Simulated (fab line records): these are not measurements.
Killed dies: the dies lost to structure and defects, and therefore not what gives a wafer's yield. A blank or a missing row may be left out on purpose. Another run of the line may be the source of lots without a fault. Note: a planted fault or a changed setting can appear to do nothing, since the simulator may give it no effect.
Struck lot and sound lot, side by side ; flow sky130 ; 32 steps out of a route of 708
Sound: the wafers L361.2, L361.3, L361.4. Wafers L374.3, L374.5, L374.6 were the ones struck. The cause is given at the end.
At each step with rows: each side's tool, then ch and its chambers, then its first start. Under that, the readings that differ: sound wafers ; struck wafers ; difference of the means ; sigmas: that difference in standard deviations of wafers without a fault.
alike: readings whose means differ by less than 2 such deviations, and words and numbers that are the same on both sides. not compared: withheld readings, readings that some wafer has no value for, bounds like >300 that may hide the same value, and numbers for which the record gives no deviation and whose values overlap.
Wherever a step has rows on one side only, a row that says differs or no value, or a row with sigmas, the two part there. Non-overlapping numbers with no deviation appear without sigmas and do not part them. Lack of a reading on every wafer of one side parts them only where that side has two or more wafers.

SKY_PWDE_OVL_MEAS_07:
  sound on overlay-01 at day 4 03:25; struck on overlay-02 at day 7 07:34
  alike: PWDE_OVL
following that, these wafers have no rows for 1 step: SKY_PWDE_IMPLANT_08.
SKY_PWDE_STRIP_09: strips in O2/N2.
  sound on plasmaAsher-01 ch 0,1, day 4 03:36; struck on plasmaAsher-01 ch 0,1, day 7 07:47
  alike: drypumpMotorCurrentA, oesProductAu, stripTimeToEndpointS
  not compared: rfHoursCounterH
SKY_PWDE_TW_MEAS_10:
  sound on filmMetro-03 at day 4 03:43; struck on filmMetro-04 at day 7 07:52
  alike: PWDE_TW
then, 7 steps without rows for these wafers: SKY_NWELL_DEHYDRATE_03 (time 60 s); SKY_NWELL_HMDS_04 (prime time 60 s); SKY_NWELL_COAT_05 (resist thk 3000 nm); SKY_NWELL_SOFTBAKE_06; SKY_NWELL_EXPOSE_07 (exposes mask NWM, target cd 840 nm); SKY_NWELL_PEB_08; SKY_NWELL_DEVELOP_09 (develop time 60 s).
SKY_NWELL_OVL_MEAS_10:
  sound on overlay-02 at day 4 21:43; struck on overlay-01 at day 8 04:05
  alike: NWELL_00_OVL
SKY_NWELL_IMPLANT_11:
  sound on implanter-02 ch 0, day 4 21:47; struck on implanter-04 ch 0, day 8 04:28
  alike: beamEnergyKeV
then, 2 steps without rows for these wafers: SKY_NWELL_IMPLANT_12; SKY_NWELL_IMPLANT_13.
SKY_NWELL_STRIP_14: strips in O2/N2.
  sound on plasmaAsher-02 ch 0,1, day 4 22:12; struck on plasmaAsher-04 ch 0,1, day 8 05:11
reading;sound;struck;difference;sigmas
stripTimeToEndpointS (s);36.81 36.76 36.80;37.00 36.99 37.08;+0.23;+3
  alike: drypumpMotorCurrentA, oesProductAu
  not compared: rfHoursCounterH
SKY_NWELL_TW_MEAS_15:
  sound on filmMetro-03 at day 4 22:19; struck on filmMetro-03 at day 8 05:29
reading;sound;struck;difference;sigmas
NWELL_TW;1827 1830 1818;2260 2261 2257;+434;+22
then, 7 steps without rows for these wafers: SKY_NWELL_DEHYDRATE_16 (time 60 s); SKY_NWELL_HMDS_17 (prime time 60 s); SKY_NWELL_COAT_18 (resist thk 3000 nm); SKY_NWELL_SOFTBAKE_19; SKY_NWELL_EXPOSE_20 (exposes mask NWM COMPLEMENT, target cd 840 nm); SKY_NWELL_PEB_21; SKY_NWELL_DEVELOP_22 (develop time 60 s).
SKY_NWELL_OVL_MEAS_23:
  sound on overlay-02 at day 5 16:13; struck on overlay-02 at day 9 01:34
  alike: NWELL_01_OVL
following that, these wafers have no rows for 1 step: SKY_NWELL_IMPLANT_24.
SKY_NWELL_STRIP_25: strips in O2/N2.
  sound on plasmaAsher-04 ch 0,1, day 5 16:24; struck on plasmaAsher-03 ch 0,1, day 9 01:46
  alike: drypumpMotorCurrentA, oesProductAu, stripTimeToEndpointS
  not compared: rfHoursCounterH
SKY_NWELL_TW_MEAS_26:
  sound on filmMetro-01 at day 5 16:31; struck on filmMetro-03 at day 9 01:51
  alike: NWELL_2_TW
then, 1 step without rows for these wafers: SKY_NWELL_CLEAN_27 (cleans in SC1/SC2, time 150 s).
SKY_NWELL_RTA_28: time 30 s.
  sound on rtpAnneal-01 ch 0, day 5 16:38; struck on rtpAnneal-01 ch 0, day 9 01:58
  alike: chamberO2Ppm, lampPowerPct, wafer_temp_C_max
SKY_NWELL_RS_MEAS_29: uses a four-point probe to measure.
  sound on filmMetro-03 at day 5 16:44; struck on filmMetro-04 at day 9 02:26
reading;sound;struck;difference;sigmas
NWELL_RS (ohm/sq);624.3 623.5 624.3;428.4 429.3 430.1;-194.8;-99 or more
SKY_PAD_OPEN_PROBE_99:
  sound wafers here have rows in the record (prober-01, day 46 05:50); struck ones have none

== WHERE THEY PART ==
Earliest at SKY_NWELL_STRIP_14; latest, in this record, at SKY_PAD_OPEN_PROBE_99.

WHY: what had been put in by the simulator
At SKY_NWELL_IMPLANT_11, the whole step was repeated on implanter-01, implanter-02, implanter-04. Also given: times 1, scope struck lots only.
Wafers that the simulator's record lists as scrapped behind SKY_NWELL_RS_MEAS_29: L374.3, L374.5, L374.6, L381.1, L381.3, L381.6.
